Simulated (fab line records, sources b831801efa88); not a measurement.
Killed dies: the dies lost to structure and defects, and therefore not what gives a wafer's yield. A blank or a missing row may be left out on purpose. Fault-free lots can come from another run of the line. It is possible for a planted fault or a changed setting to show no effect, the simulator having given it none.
What tool caused it? + flow gf180mcu + 36 wafers from 12 lots sampled at 2 of the route's 602 steps

WHAT THE GAUGES SHOWED, per wafer
GF_V1_THK_MEAS_25: measures by xrf.
| lot  | measured     | on            | V1_W_THK (nm) |
|------|--------------|---------------|---------------|
| L075 | day 18 16:58 | film-metro-02 | 335 341 337   |
| L077 | day 19 05:50 | film-metro-03 | 343 337 340   |
| L079 | day 20 00:02 | film-metro-02 | 348 344 336   |
| L081 | day 20 23:22 | film-metro-02 | 346 351 349   |
| L083 | day 21 12:32 | film-metro-03 | 345 351 343   |
| L085 | day 22 13:13 | film-metro-02 | 333 328 330   |
| L087 | day 23 03:09 | film-metro-01 | 356 343 355   |
| L089 | day 23 20:08 | film-metro-03 | 340 355 352   |
| L091 | day 24 10:10 | film-metro-03 | 351 346 345   |
| L093 | day 25 00:02 | film-metro-02 | 337 334 336   |
| L095 | day 25 19:08 | film-metro-01 | 353 341 351   |
| L097 | day 26 14:33 | film-metro-01 | 337 341 342   |

TOOL THAT RAN EACH LOT (tool first, then ch and the chambers of the sampled wafers, then the start)
| lot  | GF_VT_IMPLANT_STRIP_09               |
|------|--------------------------------------|
| L075 | plasma-asher-02 ch 0,1, day 6 00:12  |
| L077 | plasma-asher-04 ch 0,1, day 6 10:18  |
| L079 | plasma-asher-02 ch 0,1, day 6 19:00  |
| L081 | plasma-asher-02 ch 0,1, day 7 10:08  |
| L083 | plasma-asher-01 ch 0,1, day 7 22:36  |
| L085 | plasma-asher-04 ch 0,1, day 8 12:19  |
| L087 | plasma-asher-02 ch 0,1, day 8 21:54  |
| L089 | plasma-asher-04 ch 0, day 9 10:27    |
| L091 | plasma-asher-01 ch 0,1, day 9 22:41  |
| L093 | plasma-asher-02 ch 0,1, day 10 13:25 |
| L095 | plasma-asher-02 ch 0,1, day 11 08:14 |
| L097 | plasma-asher-02 ch 0,1, day 11 20:44 |
- GF_VT_IMPLANT_STRIP_09: strips in O2/N2.

THE ANSWER, worked out from the rows above alone
Rule: the usual values come from the lots themselves. Put in order of their means at a reading, lots are off if they are a third of the lots or fewer, leave a main group of 4 or more, and stand apart from it by a gap of 3 or more times the standard deviation of the main group's means; of several such gaps the widest counts. A main group whose means are all the same, to the digits that the tables above print for the reading, isn't used. Also off: a lot with no number at a reading for which 4 or more lots have one. Where the step has rows for the other lots, those lots are counted as sound.
No lot is off on any of the readings shown, so nothing can be concluded from this.

WHAT THE SIMULATOR PUT IN
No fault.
